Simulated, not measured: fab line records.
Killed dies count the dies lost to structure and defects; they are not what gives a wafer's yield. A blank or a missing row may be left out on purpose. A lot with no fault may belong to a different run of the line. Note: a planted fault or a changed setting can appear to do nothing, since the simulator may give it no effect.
What tool caused it? -- flow sky130 -- 13 lots with 39 wafers sampled at 4 steps, on a route of 708 steps

== WHAT EACH GAUGE READ, for each wafer ==
SKY_FIELD_ISO_BOW_MEAS_00. Usual: INCOMING_BOW gives 0 um (standard deviation 6.2).
lot,measured,on,INCOMING_BOW (um),flag
L173,day 1 10:00,film-metro-03,0 1 -7,
L174,day 1 15:01,film-metro-04,5 3 5,
L176,day 2 01:01,film-metro-03,16 -4 -4,
L179,day 2 16:00,film-metro-03,5 -4 -12,
L180,day 2 21:01,film-metro-01,3 -6 -6,
L186,day 4 03:01,film-metro-01,-10 5 -6,
L188,day 4 13:01,film-metro-03,0 -8 6,
L189,day 4 18:00,film-metro-04,6 -2 5,
L190,day 4 23:00,film-metro-04,-3 6 -10,
L192,day 5 09:02,film-metro-01,-7 -6 1,
L193,day 5 14:00,film-metro-03,5 -12 -3,
L194,day 5 19:00,film-metro-03,5 8 -3,
L195,day 6 00:00,film-metro-03,-1 -7 -2,

SKY_NWELL_THK_MEAS_02. Usual: NWELL_OXIDATION_THK gives 10.02 nm (standard deviation 0.21).
lot,measured,on,NWELL_OXIDATION_THK (nm),flag
L173,day 2 09:23,film-metro-01,9.94 9.91 9.89,
L174,day 2 20:19,film-metro-02,10.09 10.00 10.13,
L176,day 3 04:56,film-metro-02,9.65 9.61 9.65,
L186,day 5 09:07,film-metro-02,9.94 10.07 9.99,
L188,day 5 20:31,film-metro-01,10.28 10.27 10.24,
L189,day 6 01:43,film-metro-01,10.03 10.09 10.02,
L190,day 6 06:15,film-metro-01,9.89 10.11 9.94,
L192,day 6 17:46,film-metro-01,10.12 10.23 9.82,
L193,day 7 05:57,film-metro-02,9.88 10.05 10.00,
L194,day 7 14:16,film-metro-02,10.05 9.96 10.21,
L195,day 7 18:13,film-metro-01,10.27 10.41 10.45,

SKY_PWDE_OVL_MEAS_07. Usual: PWDE_OVL gives 1.0 nm (standard deviation 1.2).
lot,measured,on,PWDE_OVL (nm),flag
L173,day 3 15:56,overlay-02,0.8 0.6 1.6,
L174,day 4 02:38,overlay-02,2.8 2.4 2.1,
L176,day 4 12:47,overlay-02,1.7 0.5 1.6,
L186,day 6 22:17,overlay-01,-0.7 1.5 0.5,
L188,day 7 10:05,overlay-01,-1.8 -1.0 0.1,
L189,day 7 14:41,overlay-02,0.4 1.2 -1.1,
L190,day 7 20:29,overlay-01,1.4 2.0 3.3,
L192,day 8 08:09,overlay-01,0.9 0.6 1.6,
L193,day 8 22:26,overlay-02,1.9 2.4 2.4,
L194,day 9 07:17,overlay-02,1.3 1.6 0.9,
L195,day 9 11:44,overlay-01,1.9 -0.4 0.6,

== EACH LOT AND THE TOOL THAT RAN IT (in order: tool; ch and the chambers of the sampled wafers; start) ==
lot,SKY_FIELD_ISO_CMP_27
L173,"cmp-02 ch 0,2,3, day 2 07:10"
L174,"cmp-01 ch 0,1,3, day 2 17:29"
L176,"cmp-01 ch 0,1,2, day 3 01:55"
L179,"cmp-02 ch 0,1,2, day 4 00:38"
L180,"cmp-01 ch 0,2,3, day 4 00:52"
L186,"cmp-01 ch 0,1,3, day 5 05:56"
L188,"cmp-01 ch 1,2, day 5 17:59"
L189,"cmp-02 ch 0,1,3, day 5 22:01"
L190,"cmp-01 ch 1,2,3, day 6 03:13"
L192,"cmp-01 ch 0,1, day 6 12:58"
L193,"cmp-02 ch 2,3, day 6 21:38"
L194,"cmp-02 ch 0,1,3, day 7 08:38"
L195,"cmp-02 ch 0,1,2, day 7 12:55"
- SKY_FIELD_ISO_CMP_27: polishes, stops on Si3N4, t overpolish 16 s, target thk 457.8 nm.

== AS READ BY THE TOOLS THEMSELVES (means over the sampled wafers that have a number; for cases with no such wafer, the mark the record gives instead) ==
SKY_FIELD_ISO_CMP_27. Usual: edge-zone-pressure-frac 1.000, standard deviation 0.0048; head-pressure-psi 4.000 psi, standard deviation 0.0091; motor-current-A 11.5 A, standard deviation 0.97; overpolish-run-s 16.000 s, standard deviation 0.0093; time-to-endpoint-s 113 s, standard deviation 3.4.
lot,tool,edge-zone-pressure-frac,head-pressure-psi (psi),motor-current-A (A),overpolish-run-s (s),time-to-endpoint-s (s),flag
L173,cmp-02,0.997,4.004,11.4,16.002,115,
L174,cmp-01,0.998,3.997,12.0,16.008,111,
L176,cmp-01,1.001,3.999,11.8,15.998,114,
L179,cmp-02,-,-,-,-,-,OFF
L180,cmp-01,-,-,-,-,-,OFF
L186,cmp-01,1.001,4.001,12.1,16.010,116,
L188,cmp-01,0.999,3.992,11.4,15.993,111,
L189,cmp-02,1.001,4.009,10.7,16.005,113,
L190,cmp-01,0.999,3.996,11.1,16.003,113,
L192,cmp-01,0.993,3.995,12.3,15.992,112,
L193,cmp-02,0.996,3.992,10.7,16.005,115,
L194,cmp-02,0.996,4.000,11.4,16.000,120,
L195,cmp-02,1.001,4.006,12.0,15.994,117,

== THE ANSWER, worked out from the rows above alone ==
Rule: lot off if the mean of its wafers having a number is beyond 3 standard deviations from the usual mean. Also off: a lot with no number at a reading for which 4 or more lots have one. Where the step has rows for the other lots, those lots are counted as sound. First the gauges in route order, then the tools' own readings, where a lot's mean is used as printed above. At the first step where some lot is off, the reading lying furthest off is the one used; lots without a number count as furthest.
Off: L179, L180, at SKY_FIELD_ISO_CMP_27 (edge-zone-pressure-frac). Without a number there: L179, L180.
A tool fits if, at that step or a process step before it, it ran every lot that is off, and no sound lot after the first of them. None of those tried fits.

== WHAT HAD BEEN PUT IN BY THE SIMULATOR ==
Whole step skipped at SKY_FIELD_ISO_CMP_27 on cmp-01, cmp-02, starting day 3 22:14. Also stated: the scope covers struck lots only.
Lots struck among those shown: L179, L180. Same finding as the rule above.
